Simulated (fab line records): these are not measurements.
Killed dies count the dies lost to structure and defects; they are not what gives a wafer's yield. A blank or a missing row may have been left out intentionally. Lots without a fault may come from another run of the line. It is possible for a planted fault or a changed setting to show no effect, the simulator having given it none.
A struck lot beside a sound one ; flow sky130 ; 43 steps out of a route of 708
Sound: these wafers, L940.2, L940.3, L940.6. Struck: wafers L950.2, L950.3, L950.5. The cause is named last.
For every step that has rows: the tool of each side, followed by ch and its chambers, followed by its first start. Under that, the readings that differ: sound wafers ; struck wafers ; difference of the means ; sigmas: that difference in standard deviations of wafers without a fault.
alike: readings whose means differ by less than 2 such deviations, and words and numbers that are the same on both sides. not compared: withheld readings, readings that some wafer has no value for, bounds like >300 that may hide the same value, and numbers for which the record gives no deviation and whose values overlap.
A row with sigmas, a row that says differs or no value, or rows on one side alone: a step with any of these is where the two part. Non-overlapping numbers with no deviation appear without sigmas and do not part them. A reading that every wafer of one side lacks parts them only if that side has two wafers or more.

first, 2 steps without rows for these wafers: SKY_DNWELL_DEVELOP_06 (develop time 62.68 s); SKY_DNWELL_IMPLANT_07.
SKY_DNWELL_STRIP_08: strips in O2/N2.
  sound on plasma_asher-03 ch 0,1, day 4 06:08; struck on plasma_asher-04 ch 0,1, day 6 04:50
  alike: drypump_motor_current_A, oes_product_au, strip_time_to_endpoint_s
  not compared: rf_hours_counter_h
SKY_DNWELL_TW_MEAS_09:
  sound on film_metro-01 at day 4 06:14; struck on film_metro-02 at day 6 04:56
  alike: DNWELL_TW
then, 7 steps without rows for these wafers: SKY_PWDE_DEHYDRATE_00 (time 60 s); SKY_PWDE_HMDS_01 (prime time 60 s); SKY_PWDE_COAT_02 (resist thk 3000 nm); SKY_PWDE_SOFTBAKE_03; SKY_PWDE_EXPOSE_04 (exposes mask PWDEM, target cd 840 nm); SKY_PWDE_PEB_05; SKY_PWDE_DEVELOP_06 (develop time 60 s).
SKY_PWDE_OVL_MEAS_07:
  sound on overlay-02 at day 4 21:43; struck on overlay-01 at day 6 23:56
  alike: PWDE_OVL
SKY_PWDE_IMPLANT_08:
  sound on implanter-03 ch 0, day 4 21:46; struck on implanter-03 ch 0, day 7 00:00
reading;sound;struck;difference;sigmas
dose_ions_cm2;3.599e+12 3.597e+12 3.595e+12;4.392e+12 4.388e+12 4.379e+12;+7.893e+11;+99 or more
faraday_current_uA;20.1 20.0 20.5;24.9 25.0 24.7;+4.7;+11
SKY_PWDE_STRIP_09: strips in O2/N2.
  sound on plasma_asher-04 ch 0, day 4 21:53; struck on plasma_asher-03 ch 0,1, day 7 00:07
  alike: drypump_motor_current_A, oes_product_au, strip_time_to_endpoint_s
  not compared: rf_hours_counter_h
SKY_PWDE_TW_MEAS_10:
  sound on film_metro-04 at day 4 22:00; struck on film_metro-04 at day 7 00:14
reading;sound;struck;difference;sigmas
PWDE_TW;372 374 372;394 392 395;+21;+4
  not compared: hold
then, 6 steps without rows for these wafers: SKY_NWELL_HMDS_04 (prime time 60 s); SKY_NWELL_COAT_05 (resist thk 3000 nm); SKY_NWELL_SOFTBAKE_06; SKY_NWELL_EXPOSE_07 (exposes mask NWM, target cd 840 nm); SKY_NWELL_PEB_08; SKY_NWELL_DEVELOP_09 (develop time 60 s).
SKY_NWELL_OVL_MEAS_10:
  sound on overlay-02 at day 5 15:25; struck on overlay-01 at day 7 19:32
  alike: NWELL_00_OVL
then, 3 steps without rows for these wafers: SKY_NWELL_IMPLANT_11; SKY_NWELL_IMPLANT_12; SKY_NWELL_IMPLANT_13.
SKY_NWELL_STRIP_14: strips in O2/N2.
  sound on plasma_asher-02 ch 0, day 5 15:54; struck on plasma_asher-01 ch 0,1, day 7 20:01
  alike: drypump_motor_current_A, oes_product_au, strip_time_to_endpoint_s
  not compared: rf_hours_counter_h
SKY_NWELL_TW_MEAS_15:
  sound on film_metro-01 at day 5 16:01; struck on film_metro-01 at day 7 20:08
  alike: NWELL_TW
then, 7 steps without rows for these wafers: SKY_NWELL_DEHYDRATE_16 (time 60 s); SKY_NWELL_HMDS_17 (prime time 60 s); SKY_NWELL_COAT_18 (resist thk 3000 nm); SKY_NWELL_SOFTBAKE_19; SKY_NWELL_EXPOSE_20 (exposes mask NWM COMPLEMENT, target cd 840 nm); SKY_NWELL_PEB_21; SKY_NWELL_DEVELOP_22 (develop time 60 s).
SKY_NWELL_OVL_MEAS_23:
  sound on overlay-02 at day 6 09:53; struck on overlay-01 at day 8 15:47
  alike: NWELL_01_OVL
following that, these wafers have no rows for 1 step: SKY_NWELL_IMPLANT_24.
SKY_NWELL_STRIP_25: strips in O2/N2.
  sound on plasma_asher-04 ch 0,1, day 6 10:04; struck on plasma_asher-02 ch 0,1, day 8 15:58
  alike: drypump_motor_current_A, oes_product_au, strip_time_to_endpoint_s
  not compared: rf_hours_counter_h
SKY_NWELL_TW_MEAS_26:
  sound on film_metro-04 at day 6 10:11; struck on film_metro-01 at day 8 16:05
reading;sound;struck;difference;sigmas
NWELL_2_TW;492 491 492;508 507 507;+16;+3
then, 1 step without rows for these wafers: SKY_NWELL_CLEAN_27 (cleans in SC1/SC2, time 150 s).
SKY_NWELL_RTA_28: time 30 s.
  sound on rtp_anneal-02 ch 0, day 6 10:17; struck on rtp_anneal-02 ch 0, day 8 16:12
  alike: lamp_power_pct, wafer_temp_C_max
SKY_NWELL_RS_MEAS_29: measurement is done with a four-point probe.
  sound on film_metro-04 at day 6 10:24; struck on film_metro-01 at day 8 16:18
  alike: NWELL_RS
SKY_NWELL_RS_MEAS_31: measurement is done with a four-point probe.
  sound on film_metro-04 at day 6 10:38; struck on film_metro-01 at day 8 16:50
reading;sound;struck;difference;sigmas
PWDE_RS (ohm/sq);5283 5286 5277;4517 4528 4522;-760;-40
  not compared: hold
-- the record jumps here: 41 days lie between the struck wafers' starts before and after (it left off in module NWELL and takes up again in module PAD_OPEN, whose first step shown is number 708 of the route) --
SKY_PAD_OPEN_PROBE_99:
  sound on prober-01 at day 46 21:53; struck on prober-02 at day 49 11:46
reading;sound;struck;difference;sigmas
model.etest.res_p_drift_20v.line_ohm_um;1.181e+04 1.166e+04 1.204e+04;9687 9647 9589;-2196;
model.etest.res_p_drift_20v.rs_ohm_sq;9872 9858 1.014e+04;8114 8012 8077;-1889;
model.etest.res_pwde_under_gate.rs_ohm_sq;6222 6274 6241;5195 5197 5185;-1053;
  alike: killed_at_M0_to_M3, killed_at_M4_up, killed_at_contacts, killed_at_front_end, killed_at_other, killed_dies, killed_on_rim, killed_open, killed_short

## WHERE THEY PART
First at SKY_PWDE_IMPLANT_08; last, within this record, at SKY_NWELL_RS_MEAS_31. Later steps at which nothing parts them and some readings are alike: SKY_PAD_OPEN_PROBE_99.

WHY: the cause the simulator had injected
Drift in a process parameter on implanter-03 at SKY_PWDE_IMPLANT_08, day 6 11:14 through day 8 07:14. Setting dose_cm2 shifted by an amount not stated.
